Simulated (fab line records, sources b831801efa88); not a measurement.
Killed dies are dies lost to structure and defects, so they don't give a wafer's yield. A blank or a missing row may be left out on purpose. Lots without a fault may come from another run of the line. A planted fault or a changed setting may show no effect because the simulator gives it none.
Which tool did it? | flow gf180mcu | 6 lots, 18 wafers sampled, at 3 steps of a route of 602

WHAT THE GAUGES READ, wafer by wafer
GF_V1_RS_MEAS_24: measures by four-point-probe.
lot  | measured     | on            | V1_W_RS (ohm/sq)
L489 | day 19 02:13 | film_metro-01 | 0.325 0.331 0.327
L493 | day 20 10:58 | film_metro-04 | 0.327 0.322 0.327
L497 | day 22 01:22 | film_metro-02 | 0.322 0.322 0.326
L501 | day 23 08:58 | film_metro-04 | 0.377 0.328 0.379
L503 | day 24 02:04 | film_metro-01 | 0.386 0.383 0.381
L508 | day 25 09:56 | film_metro-02 | 0.326 0.322 0.329

WHICH TOOL RAN EACH LOT (tool, then ch and the chambers of the sampled wafers, then the start)
lot  | GF_M1_SPUTTER_03             | GF_V1_CVD_23
L489 | pvd_sputter-01, day 17 00:53 | cvd_w-02 ch 0,1, day 19 02:05
L493 | pvd_sputter-04, day 18 06:44 | cvd_w-01 ch 0,1, day 20 10:52
L497 | pvd_sputter-02, day 19 22:29 | cvd_w-02 ch 0,1, day 22 01:14
L501 | pvd_sputter-02, day 21 07:33 | cvd_w-02 ch 0,1, day 23 08:51
L503 | pvd_sputter-01, day 22 02:28 | cvd_w-02 ch 1, day 24 01:57
L508 | pvd_sputter-04, day 23 10:40 | cvd_w-01 ch 0,1, day 25 09:49
- GF_M1_SPUTTER_03: material Ti, target thk 10 nm, time 6.7 s.
- GF_V1_CVD_23: deposits W, target thk 350 nm, time 105.05 s.

THE ANSWER, worked out from the rows above alone
Rule: what is usual is taken from the lots themselves. Put in order of their means at a reading, lots are off if they are a third of the lots or fewer, leave a main group of 4 or more, and stand apart from it by a gap of 3 or more times the standard deviation of the main group's means; of several such gaps the widest counts. A main group whose means are all the same, to the digits that the tables above print for the reading, isn't used. A lot without any number at a reading at which 4 lots or more have one is off too. The other lots that the step has rows for count as sound.
Off: L501, L503, at GF_V1_RS_MEAS_24 (V1_W_RS). The main group: mean 0.326 ohm/sq, standard deviation 0.0015.
A tool fits if, at a process step before that reading, it ran every lot that is off, and no sound lot after the first of them. The gauges at GF_V1_RS_MEAS_24 are tried like those tools. One fits: cvd_w-02 at GF_V1_CVD_23. Its last sound lot is L497 (day 22 01:14), its first lot that is off L501 (day 23 08:51): a fault that began between those two fits.

WHAT THE SIMULATOR HAD PUT IN
Site profile drift: cvd_w-02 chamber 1, from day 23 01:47 on, at GF_V1_CVD_23. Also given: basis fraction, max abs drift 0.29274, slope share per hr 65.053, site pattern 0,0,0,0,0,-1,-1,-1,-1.
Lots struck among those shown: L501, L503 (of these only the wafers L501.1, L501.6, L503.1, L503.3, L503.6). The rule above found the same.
